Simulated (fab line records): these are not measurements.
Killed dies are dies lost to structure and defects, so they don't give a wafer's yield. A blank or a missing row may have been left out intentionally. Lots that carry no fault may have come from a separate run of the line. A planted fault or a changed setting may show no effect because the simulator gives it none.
A struck lot beside a sound one + flow sky130 + 18 steps out of a route of 708
Sound: these wafers, L707.1, L707.2, L707.3. Wafers struck: L709.2, L709.4, L709.5. The cause is named last.
Each step with rows lists, per side, the tool, then ch with its chambers, then its first start. Under that, the readings that differ: sound wafers + struck wafers + difference of the means + sigmas: that difference in standard deviations of wafers without a fault.
alike: words and numbers the same on both sides, and readings whose means are apart by under 2 such deviations; not compared: readings that were withheld, readings missing a value for some wafer, numbers with overlapping values and no deviation given by the record, and bounds like >300 which may hide the same value.
The two part at a step that has a row with sigmas, a row that says differs or no value, or rows on one side only. When numbers do not overlap yet have no deviation, they are printed without sigmas and do not part them. A reading that every wafer of one side lacks parts them only if that side has two wafers or more.

first, 3 steps without rows for these wafers: SKY_VIA2_EXPOSE_09 (exposes mask VIM2, target cd 200 nm); SKY_VIA2_PEB_10; SKY_VIA2_DEVELOP_11 (develop time 60 s).
SKY_VIA2_CD_MEAS_12: the cd target is 200 nm.
  struck on cd_sem-02, day 39 21:39; sound on cd_sem-02, day 39 01:56
  alike: cd_nm
SKY_VIA2_OVL_MEAS_13:
  struck on overlay-02, day 39 21:45; sound on overlay-02, day 39 02:04
  alike: VIA2_OVL
SKY_VIA2_ETCH_14: etches BARC in N2/H2, stops on SiO2, time 45.9 s, target depth 60 nm.
  sound on rie_diel-02 ch 1,2,3, day 39 02:06; struck on rie_diel-02 ch 0,1,3, day 39 21:47
  alike: chamber_pressure_mTorr, drypump_motor_current_A, oes_product_au, throttle_valve_pct
  not compared: rf_hours_counter_h
SKY_VIA2_ETCH_15: etches SiO2 in C4F8/O2/Ar, stops on TiN, target depth 546 nm, time 84 s.
  sound on rie_diel-02 ch 1,2,3, day 39 02:08; struck on rie_diel-02 ch 0,1,3, day 39 21:50
  alike: chamber_pressure_mTorr, oes_product_au
  not compared: rf_hours_counter_h
SKY_VIA2_STRIP_16: strips in O2/N2.
  sound on plasma_asher-01 ch 0,1, day 39 02:12; struck on plasma_asher-03 ch 0,1, day 39 21:53
| reading                     | sound       | struck      | difference | sigmas |
|-----------------------------|-------------|-------------|------------|--------|
| drypump_motor_current_A (A) | 6.0 5.9 5.9 | 5.3 4.9 4.9 | -0.9       | -2     |
  alike: chamber_pressure_mTorr, oes_product_au, strip_time_to_endpoint_s
  not compared: rf_hours_counter_h
then, 3 steps without rows for these wafers: SKY_VIA2_STRIP_17 (strips in post etch residue remover, time 1200 s); SKY_VIA2_CLEAN_18 (cleans in IPA, time 180 s); SKY_VIA2_CLEAN_19 (cleans in O3/DIW).
SKY_VIA2_SPUTTER_20: material TiN, target thk 20 nm, time 80 s.
  struck on pvd_sputter-03, day 39 22:29; sound on pvd_sputter-02, day 39 02:50
  alike: throttle_valve_pct
SKY_VIA2_CVD_21: deposits W, target thk 420 nm, time 126.4 s.
  sound on cvd_w-02 ch 0,1, day 39 02:54; struck on cvd_w-02 ch 0,1, day 39 22:32
| reading                            | sound             | struck            | difference | sigmas      |
|------------------------------------|-------------------|-------------------|------------|-------------|
| chamber_pressure_Torr (Torr)       | 39.99 40.04 40.11 | 51.84 51.79 51.76 | +11.75     | +99 or more |
| model.W_of_VIA2_CVD_21.thk_nm (nm) | 416.7 415.9 414.7 | 478.4 479.8 480.1 | +63.7      |             |
  alike: heater_power_w
SKY_VIA2_RS_MEAS_22: measures by four-point-probe.
  struck on film_metro-01, day 39 22:41; sound on film_metro-03, day 39 03:02
| reading            | sound                | struck               | difference | sigmas |
|--------------------|----------------------|----------------------|------------|--------|
| VIA2_W_RS (ohm/sq) | 0.2755 0.2747 0.2756 | 0.2394 0.2389 0.2387 | -0.0363    | -15    |
SKY_VIA2_THK_MEAS_23: measures by xrf.
  struck on film_metro-01, day 39 22:48; sound on film_metro-03, day 39 03:09
| reading         | sound       | struck      | difference | sigmas |
|-----------------|-------------|-------------|------------|--------|
| VIA2_W_THK (nm) | 417 419 418 | 481 483 490 | +67        | +11    |
SKY_VIA2_CMP_24: polishes, stops on SiO2, t overpolish 20 s, target thk 0 nm.
  sound on cmp-01 ch 0,1,3, day 39 03:13; struck on cmp-02 ch 0,1,2, day 39 22:57
| reading                | sound       | struck      | difference | sigmas |
|------------------------|-------------|-------------|------------|--------|
| time_to_endpoint_s (s) | 100 102 103 | 120 121 124 | +20        | +6     |
  alike: edge_zone_pressure_frac, motor_current_A, retaining_ring_pressure_frac
SKY_METAL3_SPUTTER_00: material Ti, target thk 15 nm, time 10 s.
  struck on pvd_sputter-01, day 39 23:09; sound on pvd_sputter-02, day 39 03:31
  alike: throttle_valve_pct
-- the record jumps here: 9 days lie between the struck wafers' starts before and after (it left off in module METAL3 and takes up again in module PAD_OPEN, whose first step shown is number 708 of the route) --
SKY_PAD_OPEN_PROBE_99:
  struck on prober-01, day 48 13:49; sound on prober-01, day 48 01:02
  alike: defect_limited_yield, killed_at_M0_to_M3, killed_at_M4_up, killed_at_contacts, killed_at_front_end, killed_at_other, killed_dies, killed_open, killed_short, sort_bin_3_pad_short, sort_bin_5_function, sort_bin_6_memory, sort_n_pass, sort_yield_pct

== WHERE THEY PART ==
At SKY_VIA2_STRIP_16 first; at SKY_VIA2_CMP_24 last (within this record only). Later steps at which nothing parts them and some readings are alike: SKY_METAL3_SPUTTER_00, SKY_PAD_OPEN_PROBE_99.

WHY: whatever the simulator had introduced
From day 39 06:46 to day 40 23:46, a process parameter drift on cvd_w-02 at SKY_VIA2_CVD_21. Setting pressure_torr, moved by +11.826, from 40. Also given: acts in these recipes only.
